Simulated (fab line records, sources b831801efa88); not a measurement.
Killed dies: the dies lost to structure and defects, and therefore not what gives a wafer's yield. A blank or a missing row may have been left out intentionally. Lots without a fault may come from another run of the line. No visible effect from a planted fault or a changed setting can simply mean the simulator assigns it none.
Comparing a struck lot with a sound one -- flow sky130 -- 43 steps out of a route of 708
Sound: these wafers, L729.1, L729.4, L729.5. Wafers struck: L741.1, L741.2, L741.5. At the end, the cause is stated.
Per side, at each step with rows, come the tool, then ch with its chambers, and then its first start. Under that, the readings that differ: sound wafers -- struck wafers -- difference of the means -- sigmas: that difference in standard deviations of wafers without a fault.
alike: words and numbers the same on both sides, and readings whose means are apart by under 2 such deviations; not compared: readings that were withheld, readings missing a value for some wafer, numbers with overlapping values and no deviation given by the record, and bounds like >300 which may hide the same value.
A row with sigmas, a row that says differs or no value, or rows on one side alone: a step with any of these is where the two part. Numbers that don't overlap but have no deviation are shown without sigmas and don't part them. Lack of a reading on every wafer of one side parts them only where that side has two or more wafers.

first, 5 steps without rows for these wafers: SKY_VIA1_COAT_07 (resist thk 450 nm); SKY_VIA1_SOFTBAKE_08 (time 90 s); SKY_VIA1_EXPOSE_09 (exposes mask VIM, target cd 150 nm); SKY_VIA1_PEB_10; SKY_VIA1_DEVELOP_11 (develop time 60 s).
SKY_VIA1_CD_MEAS_12 targets a cd of 150 nm.
  sound: cd sem-02 at day 36 08:17; struck: cd sem-01 at day 39 22:21
  alike: cd nm
SKY_VIA1_OVL_MEAS_13:
  sound: overlay-01 at day 36 08:24; struck: overlay-02 at day 39 22:28
  alike: VIA1_OVL
SKY_VIA1_ETCH_14: etches BARC in N2/H2, stops on SiO2, time 45.9 s, target depth 60 nm.
  sound on rie diel-02 ch 1,2,3, day 36 08:26; struck on rie diel-03 ch 1,2,3, day 39 22:31
  alike: bias w, drypump motor current A, oes product au, throttle valve pct
  not compared: rf hours counter h
SKY_VIA1_ETCH_15: etches SiO2 in C4F8/O2/Ar, stops on TiN, target depth 351 nm, time 54 s.
  sound on rie diel-02 ch 1,2,3, day 36 08:29; struck on rie diel-03 ch 1,2,3, day 39 22:33
  alike: bias w, oes product au
  not compared: rf hours counter h
then, 3 steps without rows for these wafers: SKY_VIA1_STRIP_16 (strips in O2/N2); SKY_VIA1_STRIP_17 (strips in post etch residue remover, time 1200 s); SKY_VIA1_CLEAN_18 (cleans in IPA, time 180 s).
SKY_VIA1_CLEAN_19: cleans in O3/DIW.
  sound on wet bench-03 ch 1, day 36 09:02; struck on wet bench-01 ch 3, day 39 23:08
then, 1 step without rows for these wafers: SKY_VIA1_SPUTTER_20 (material TiN, target thk 20 nm, time 80 s).
SKY_VIA1_CVD_21: deposits W, target thk 270 nm, time 80.902 s.
  sound on cvd w-02 ch 0,1, day 36 09:11; struck on cvd w-01 ch 0,1, day 39 23:17
  alike: heater power w
SKY_VIA1_RS_MEAS_22: measurement is done with a four-point probe.
  sound: film metro-01 at day 36 09:17; struck: film metro-03 at day 39 23:22
  alike: VIA1_W_RS
SKY_VIA1_THK_MEAS_23: measures by xrf.
  sound: film metro-01 at day 36 09:24; struck: film metro-03 at day 39 23:29
  alike: VIA1_W_THK
SKY_VIA1_CMP_24: polishes, stops on SiO2, t overpolish 15 s, target thk 0 nm.
  sound on cmp-01 ch 1,2, day 36 09:28; struck on cmp-01 ch 0,2,3, day 39 23:39
  alike: head pressure psi, motor current A, overpolish run s, time to endpoint s
then, 4 steps without rows for these wafers: SKY_METAL2_SPUTTER_00 (material Ti, target thk 15 nm, time 10 s); SKY_METAL2_SPUTTER_01 (material TiN, target thk 20 nm, time 16.7 s); SKY_METAL2_SPUTTER_02 (material AlCu, target thk 250 nm, time 13.3 s); SKY_METAL2_SPUTTER_03 (material Ti, target thk 5 nm, time 3.3 s).
SKY_METAL2_SPUTTER_04: material TiN, target thk 70 nm, time 58.3 s.
  sound: pvd sputter-04 at day 36 09:51; struck: pvd sputter-04 at day 39 23:56
  alike: throttle valve pct
SKY_METAL2_RS_MEAS_05: measurement is done with a four-point probe.
  sound: film metro-04 at day 36 09:54; struck: film metro-01 at day 39 23:59
  alike: METAL2_ALCU_RS
SKY_METAL2_THK_MEAS_06: measures by xrf.
  sound: film metro-04 at day 36 10:01; struck: film metro-01 at day 40 00:07
  alike: METAL2_ALCU_THK
then, 8 steps without rows for these wafers: SKY_METAL2_DEHYDRATE_07 (time 60 s); SKY_METAL2_HMDS_08 (prime time 60 s); SKY_METAL2_COAT_09 (resist thk 60 nm); SKY_METAL2_COAT_10 (resist thk 450 nm); SKY_METAL2_SOFTBAKE_11 (time 90 s); SKY_METAL2_EXPOSE_12 (exposes mask MM2, target cd 140 nm); SKY_METAL2_PEB_13; SKY_METAL2_DEVELOP_14 (develop time 60 s).
SKY_METAL2_CD_MEAS_15 targets a cd of 140 nm.
  sound: cd sem-01 at day 37 11:38; struck: cd sem-02 at day 41 00:05
  alike: cd nm
SKY_METAL2_OVL_MEAS_16:
  sound: overlay-01 at day 37 11:45; struck: overlay-02 at day 41 00:12
  alike: METAL2_OVL
then, 7 steps without rows for these wafers: SKY_METAL2_DESCUM_17 (chemistry O2, time 8 s); SKY_METAL2_ETCH_18 (etches BARC in N2/H2, stops on SiO2, time 45.9 s, target depth 60 nm); SKY_METAL2_METAL_ETCH_19 (etches the open film in Cl2/BCl3, stops on SiO2, target depth 360 nm, time 78 s); SKY_METAL2_STRIP_20 (strips in O2/N2); SKY_METAL2_STRIP_21 (strips in post etch residue remover, time 1200 s); SKY_METAL2_CLEAN_22 (cleans in IPA, time 180 s); SKY_METAL2_CLEAN_23 (cleans in O3/DIW).
-- the record jumps here: 9 days lie between the struck wafers' starts before and after (it left off in module METAL2 and takes up again in module PAD_OPEN, whose first step shown is number 708 of the route) --
SKY_PAD_OPEN_PROBE_99:
  sound: prober-02 at day 47 14:38; struck: prober-02 at day 50 04:24
reading,sound,struck,difference,sigmas
defect limited yield (%),85.4 78.9 82.1,72.8 69.7 73.6,-10.1,-5
killed_at_M0_to_M3,34 48 46,99 100 90,+54,+8
killed dies,72 104 88,134 149 130,+50,+5
sort_bin_3_pad_short (%),1.2 2.0 0.8,5.1 4.3 3.0,+2.8,+7
sort_bin_5_function (%),8.3 12.2 10.6,16.3 17.3 16.3,+6.3,+4
sort n pass,420 388 404,358 343 362,-50,-5
sort yield pct (%),85.4 78.9 82.1,72.8 69.7 73.6,-10.1,-5
model.etest.tester.sort n pass,420 388 404,358 343 362,-50,
model.etest.tester.sort yield pct (%),85.37 78.86 82.11,72.76 69.72 73.58,-10.09,
model.etest.tester.sort_bin_5_pct (%),8.333 12.2 10.57,16.26 17.28 16.26,+6.23,
model.etest.tester.sort_bin_3_pct (%),1.22 2.033 0.813,5.081 4.268 3.049,+2.777,
  alike: killed_at_M4_up, killed at contacts, killed at front end, killed at other, killed open, killed short, sort_bin_6_memory

== WHERE THEY PART ==
Only at SKY_PAD_OPEN_PROBE_99, within this record.

WHY: what had been put in by the simulator
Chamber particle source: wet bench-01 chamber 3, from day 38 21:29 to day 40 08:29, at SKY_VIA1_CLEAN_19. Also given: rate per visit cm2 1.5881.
